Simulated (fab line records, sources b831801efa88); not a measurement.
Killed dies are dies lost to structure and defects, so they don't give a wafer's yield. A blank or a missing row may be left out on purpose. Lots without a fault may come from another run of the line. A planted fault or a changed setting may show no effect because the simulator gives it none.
Which tool did it? | flow gf180mcu | 13 lots, 39 wafers sampled, at 3 steps of a route of 602

WHAT THE GAUGES READ, wafer by wafer
GF_NSD_TW_MEAS_12. Usual: NSD_TW 4290, standard deviation 24.
lot  | measured     | on            | NSD_TW         | flag
L811 | day 13 11:49 | film_metro-01 | 4346 4307 4307 |
L812 | day 13 15:35 | film_metro-02 | 4244 4275 4247 |
L813 | day 14 08:02 | film_metro-02 | 4277 4288 4299 |
L814 | day 14 15:34 | film_metro-01 | 4299 4256 4294 |
L815 | day 14 19:11 | film_metro-01 | 4296 4295 4295 |
L819 | day 16 09:08 | film_metro-04 | 4306 4285 4289 |
L821 | day 16 23:26 | film_metro-01 | 4275 4282 4278 |
L823 | day 17 18:53 | film_metro-01 | 4280 4269 4263 |
L828 | day 19 08:39 | film_metro-04 | 4270 4265 4247 |
L829 | day 19 13:29 | film_metro-01 | 4265 4298 4287 |
L830 | day 20 02:50 | film_metro-04 | 4334 4318 4348 |
L831 | day 20 11:45 | film_metro-01 | 4307 4319 4307 |
L834 | day 21 07:57 | film_metro-02 | 4253 4229 4255 |

GF_PSD_RS_MEAS_14: measures by four-point-probe. Usual: NSD_RS 46.09 ohm/sq, standard deviation 0.08.
lot  | measured     | on            | NSD_RS (ohm/sq)   | flag
L811 | day 14 09:20 | film_metro-04 | 46.12 46.07 46.15 |
L812 | day 14 13:14 | film_metro-02 | 46.18 46.08 46.16 |
L813 | day 15 06:05 | film_metro-04 | 46.21 46.14 46.22 |
L814 | day 15 12:52 | film_metro-04 | 46.06 46.20 46.05 |
L815 | day 15 17:38 | film_metro-01 | 46.11 46.25 46.12 |
L819 | day 17 07:41 | film_metro-04 | 46.14 46.13 46.01 |
L821 | day 17 22:11 | film_metro-01 | 46.04 46.11 46.05 |
L823 | day 18 19:09 | film_metro-02 | 47.54 47.65 47.56 | OFF
L828 | day 20 09:18 | film_metro-01 | 46.08 46.11 46.19 |
L829 | day 20 13:38 | film_metro-04 | 46.19 46.18 46.16 |
L830 | day 21 03:44 | film_metro-04 | 46.04 46.05 46.17 |
L831 | day 21 12:46 | film_metro-02 | 46.07 46.05 46.18 |
L834 | day 22 07:28 | film_metro-04 | 45.92 46.09 46.04 |

WHICH TOOL RAN EACH LOT (tool, then ch and the chambers of the sampled wafers, then the start)
lot  | GF_NSD_IMPLANT_10
L811 | implanter-04 ch 0, day 13 11:34
L812 | implanter-04 ch 0, day 13 15:20
L813 | implanter-01 ch 0, day 14 07:47
L814 | implanter-04 ch 0, day 14 15:19
L815 | implanter-02 ch 0, day 14 18:56
L819 | implanter-04 ch 0, day 16 08:55
L821 | implanter-02 ch 0, day 16 23:11
L823 | implanter-02 ch 0, day 17 18:38
L828 | implanter-04 ch 0, day 19 08:25
L829 | implanter-04 ch 0, day 19 13:14
L830 | implanter-04 ch 0, day 20 02:35
L831 | implanter-04 ch 0, day 20 11:31
L834 | implanter-01 ch 0, day 21 07:43
- GF_NSD_IMPLANT_10

WHAT THE TOOLS THEMSELVES READ (means of the sampled wafers that have a number; where no wafer has one, the mark that the record gives instead)
GF_NSD_IMPLANT_10. Usual: beam_energy_keV 40.000, standard deviation 0.012.
lot  | tool         | beam_energy_keV | flag
L811 | implanter-04 | 39.998          |
L812 | implanter-04 | 39.998          |
L813 | implanter-01 | 39.988          |
L814 | implanter-04 | 39.998          |
L815 | implanter-02 | 40.009          |
L819 | implanter-04 | 39.989          |
L821 | implanter-02 | 39.996          |
L823 | implanter-02 | 40.004          |
L828 | implanter-04 | 39.987          |
L829 | implanter-04 | 40.007          |
L830 | implanter-04 | 40.000          |
L831 | implanter-04 | 40.007          |
L834 | implanter-01 | 39.993          |

THE ANSWER, worked out from the rows above alone
Rule: a lot is off if the mean of its wafers that have a number lies more than 3 standard deviations from the usual mean. A lot without any number at a reading at which 4 lots or more have one is off too. The other lots that the step has rows for count as sound. The gauges are gone through in route order, then the tools' own readings, and for those a lot's mean is taken as printed above. The first step at which some lot is off is used, and at that step the reading that is off furthest; a lot without a number counts as furthest.
Off: L823, at GF_PSD_RS_MEAS_14 (NSD_RS).
A tool fits if, at a process step before that reading, it ran every lot that is off, and no sound lot after the first of them. The gauges at GF_PSD_RS_MEAS_14 are tried like those tools. One fits: implanter-02 at GF_NSD_IMPLANT_10. Its last sound lot is L821 (day 16 23:11), its first lot that is off L823 (day 17 18:38): a fault that began between those two fits.

WHAT THE SIMULATOR HAD PUT IN
Process parameter drift: implanter-02, from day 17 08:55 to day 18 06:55, at GF_NSD_IMPLANT_10. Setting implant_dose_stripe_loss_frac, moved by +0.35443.
Lots struck among those shown: L823. The rule above found the same.
